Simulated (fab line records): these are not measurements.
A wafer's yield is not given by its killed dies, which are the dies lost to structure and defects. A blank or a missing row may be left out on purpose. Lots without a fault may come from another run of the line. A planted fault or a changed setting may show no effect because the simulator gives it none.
Which tool did it? || flow sky130 || Sampling: 6 lots, 18 wafers, 2 of 708 route steps

WHAT EACH GAUGE READ, for each wafer
SKY_CAP2M_THK_MEAS_01.
{"lot": "L346", "measured": "day 40 21:16", "on": "film metro-02", "CAP2M_CVD_00_THK (nm)": "15.25 15.36 15.46"}
{"lot": "L348", "measured": "day 41 18:41", "on": "film metro-03", "CAP2M_CVD_00_THK (nm)": "14.99 15.05 15.38"}
{"lot": "L352", "measured": "day 42 15:58", "on": "film metro-02", "CAP2M_CVD_00_THK (nm)": "15.14 15.67 15.33"}
{"lot": "L354", "measured": "day 43 11:17", "on": "film metro-02", "CAP2M_CVD_00_THK (nm)": "15.38 15.78 15.49"}
{"lot": "L356", "measured": "day 43 17:20", "on": "film metro-04", "CAP2M_CVD_00_THK (nm)": "15.26 15.53 15.73"}
{"lot": "L366", "measured": "day 46 07:31", "on": "film metro-02", "CAP2M_CVD_00_THK (nm)": "15.55 15.60 15.87"}

WHAT TOOL EACH LOT RAN ON (gives the tool, then ch and the chambers of the sampled wafers, and finally the start)
{"lot": "L346", "SKY_POLY_GATE_CVD_00": "lpcvd-01 ch 0, day 14 17:20"}
{"lot": "L348", "SKY_POLY_GATE_CVD_00": "lpcvd-01 ch 1, day 15 22:22"}
{"lot": "L352", "SKY_POLY_GATE_CVD_00": "lpcvd-01 ch 1, day 17 00:41"}
{"lot": "L354", "SKY_POLY_GATE_CVD_00": "lpcvd-01 ch 0, day 17 22:29"}
{"lot": "L356", "SKY_POLY_GATE_CVD_00": "lpcvd-01 ch 0, day 18 11:39"}
{"lot": "L366", "SKY_POLY_GATE_CVD_00": "lpcvd-01 ch 0, day 21 17:46"}
- SKY_POLY_GATE_CVD_00: deposits poly-Si, target thk 180 nm, time 720 s.

THE ANSWER, worked out from the rows above alone
Rule: the usual values come from the lots themselves. The widest of any qualifying gaps counts: lots, ordered by their means at a reading, are off when they make up no more than a third of the lots, leave a main group of 4 or more, and stand apart from it by 3 or more times the standard deviation of that group's means. A main group is skipped when, at the precision printed for the reading in the tables above, its means are all equal. A lot without any number at a reading at which 4 lots or more have one is off too. All remaining lots with rows at the step are treated as sound.
Across all readings shown, no lot is off: no conclusion can be drawn from this.

WHAT WAS PUT IN BY THE SIMULATOR
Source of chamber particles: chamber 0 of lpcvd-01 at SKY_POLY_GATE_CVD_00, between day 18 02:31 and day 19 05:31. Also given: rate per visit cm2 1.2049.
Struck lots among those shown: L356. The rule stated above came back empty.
